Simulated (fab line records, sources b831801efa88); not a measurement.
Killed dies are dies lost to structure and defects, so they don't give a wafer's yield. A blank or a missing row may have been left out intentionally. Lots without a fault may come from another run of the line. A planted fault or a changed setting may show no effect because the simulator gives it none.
What tool caused it? -- flow gf180mcu -- 42 wafers from 14 lots sampled at 4 of the route's 602 steps

WHAT THE GAUGES READ, wafer by wafer
GF_SALICIDE_RS_MEAS_04: uses a four-point probe to measure.
lot,measured,on,SALICIDE_TIN_RS (ohm/sq)
L158,day 15 09:52,film-metro-04,16.0 16.0 16.0
L159,day 15 20:47,film-metro-02,16.0 16.0 16.3
L160,day 15 22:58,film-metro-04,16.6 16.5 16.5
L171,day 20 07:22,film-metro-04,16.1 16.7 16.8
L173,day 21 09:44,film-metro-03,16.0 15.8 15.9
L174,day 21 20:00,film-metro-02,16.4 16.5 15.9
L175,day 21 20:22,film-metro-04,15.9 16.0 16.1
L177,day 22 08:25,film-metro-04,16.8 16.2 16.6
L178,day 22 17:01,film-metro-02,16.1 16.7 16.5
L179,day 23 04:10,film-metro-03,16.6 16.5 16.5
L180,day 23 07:32,film-metro-02,16.1 15.8 16.0

GF_CONTACT_THK_MEAS_26: measures by xrf.
lot,measured,on,CONTACT_W_THK (nm)
L158,day 16 09:42,film-metro-01,293 295 290
L159,day 16 20:30,film-metro-02,292 294 296
L160,day 16 22:19,film-metro-02,301 300 299
L171,day 21 09:36,film-metro-01,292 290 295
L173,day 22 11:19,film-metro-02,292 288 293
L174,day 22 21:23,film-metro-01,292 298 297
L175,day 22 21:55,film-metro-04,294 295 292
L177,day 23 09:34,film-metro-04,294 292 298
L178,day 23 17:43,film-metro-01,294 301 293
L179,day 24 04:19,film-metro-02,299 294 304
L180,day 24 08:09,film-metro-02,299 294 296

WHAT TOOL EACH LOT RAN ON (gives the tool, then ch and the chambers of the sampled wafers, and finally the start)
lot,GF_SAB_WET_ETCH_12,GF_CONTACT_ETCH_16
L158,"wet-bench-01 ch 3, day 15 09:29","rie-diel-02 ch 0,3, day 16 08:48"
L159,"wet-bench-02 ch 1, day 15 20:21","rie-diel-02 ch 1,2,3, day 16 19:41"
L160,"wet-bench-01 ch 0, day 15 22:32","rie-diel-04 ch 1,2,3, day 16 21:30"
L169,"wet-bench-01 ch 2, day 19 10:05",-
L168,"wet-bench-01 ch 1, day 19 11:15",-
L170,"wet-bench-01 ch 0, day 19 21:44",-
L171,"wet-bench-03 ch 1, day 20 06:56","rie-diel-04 ch 1,2,3, day 21 08:48"
L173,"wet-bench-01 ch 1, day 21 09:21","rie-diel-01 ch 2,3, day 22 10:31"
L174,"wet-bench-02 ch 1, day 21 19:38","rie-diel-04 ch 1,2,3, day 22 20:36"
L175,"wet-bench-02 ch 2, day 21 19:59","rie-diel-02 ch 0,1,3, day 22 21:07"
L177,"wet-bench-01 ch 0, day 22 08:02","rie-diel-02 ch 0,1,3, day 23 08:46"
L178,"wet-bench-01 ch 3, day 22 16:38","rie-diel-01 ch 1,2, day 23 16:55"
L179,"wet-bench-01 ch 0, day 23 03:44","rie-diel-04 ch 1,2, day 24 03:31"
L180,"wet-bench-03 ch 2, day 23 07:08","rie-diel-04 ch 2,3, day 24 07:22"
- GF_SAB_WET_ETCH_12: etches SiO2 in dHF, target depth 22 nm, time 440 s.
- GF_CONTACT_ETCH_16: etches BARC in N2/H2.

AS READ BY THE TOOLS THEMSELVES (means over the sampled wafers that have a number; for cases with no such wafer, the mark the record gives instead)
GF_SAB_WET_ETCH_12.
lot,tool,bath-heat-duty-pct (%),run-length-s (s)
L158,wet-bench-01,7.3,467
L159,wet-bench-02,5.9,468
L160,wet-bench-01,6.3,466
L169,wet-bench-01,-,-
L168,wet-bench-01,-,-
L170,wet-bench-01,-,-
L171,wet-bench-03,5.7,464
L173,wet-bench-01,6.4,464
L174,wet-bench-02,5.8,468
L175,wet-bench-02,6.6,465
L177,wet-bench-01,6.3,466
L178,wet-bench-01,7.2,466
L179,wet-bench-01,6.4,473
L180,wet-bench-03,7.4,476

GF_CONTACT_ETCH_16.
lot,tool,bias-w (W),chamber-pressure-mTorr (mTorr),drypump-motor-current-A (A),oes-product-au (a.u.),throttle-valve-pct (%)
L158,rie-diel-02,100.1,30.028,6.0,0.858,13.223
L159,rie-diel-02,100.0,29.998,5.1,0.856,13.221
L160,rie-diel-04,100.3,30.000,6.4,0.856,13.223
L171,rie-diel-04,100.1,30.017,6.4,0.852,13.229
L173,rie-diel-01,99.8,30.011,6.0,0.851,13.230
L174,rie-diel-04,100.0,29.999,6.4,0.853,13.222
L175,rie-diel-02,100.1,30.002,5.6,0.853,13.224
L177,rie-diel-02,99.8,29.995,5.6,0.858,13.225
L178,rie-diel-01,100.2,30.004,6.4,0.853,13.230
L179,rie-diel-04,99.9,29.990,6.3,0.852,13.237
L180,rie-diel-04,100.0,30.017,6.2,0.852,13.233

THE ANSWER, worked out from the rows above alone
Rule: what is usual is taken from the lots themselves. Put in order of their means at a reading, lots are off if they are a third of the lots or fewer, leave a main group of 4 or more, and stand apart from it by a gap of 3 or more times the standard deviation of the main group's means; of several such gaps the widest counts. A main group whose means are all the same, to the digits that the tables above print for the reading, isn't used. A lot without any number at a reading at which 4 lots or more have one is off too. All remaining lots with rows at the step are treated as sound. First the gauges in route order, then the tools' own readings, where a lot's mean is used as printed above. At the first step where some lot is off, the reading lying furthest off is the one used; lots without a number count as furthest.
Off, at GF_SAB_WET_ETCH_12 on bath-heat-duty-pct: L169, L168, L170. Without a number there: L169, L168, L170. The main group has a mean of 6.5 % with a standard deviation of 0.57.
A tool fits if, at that step or a process step before it, it ran every lot that is off, and no sound lot after the first of them. No candidate that was tried fits.

WHAT WAS PUT IN BY THE SIMULATOR
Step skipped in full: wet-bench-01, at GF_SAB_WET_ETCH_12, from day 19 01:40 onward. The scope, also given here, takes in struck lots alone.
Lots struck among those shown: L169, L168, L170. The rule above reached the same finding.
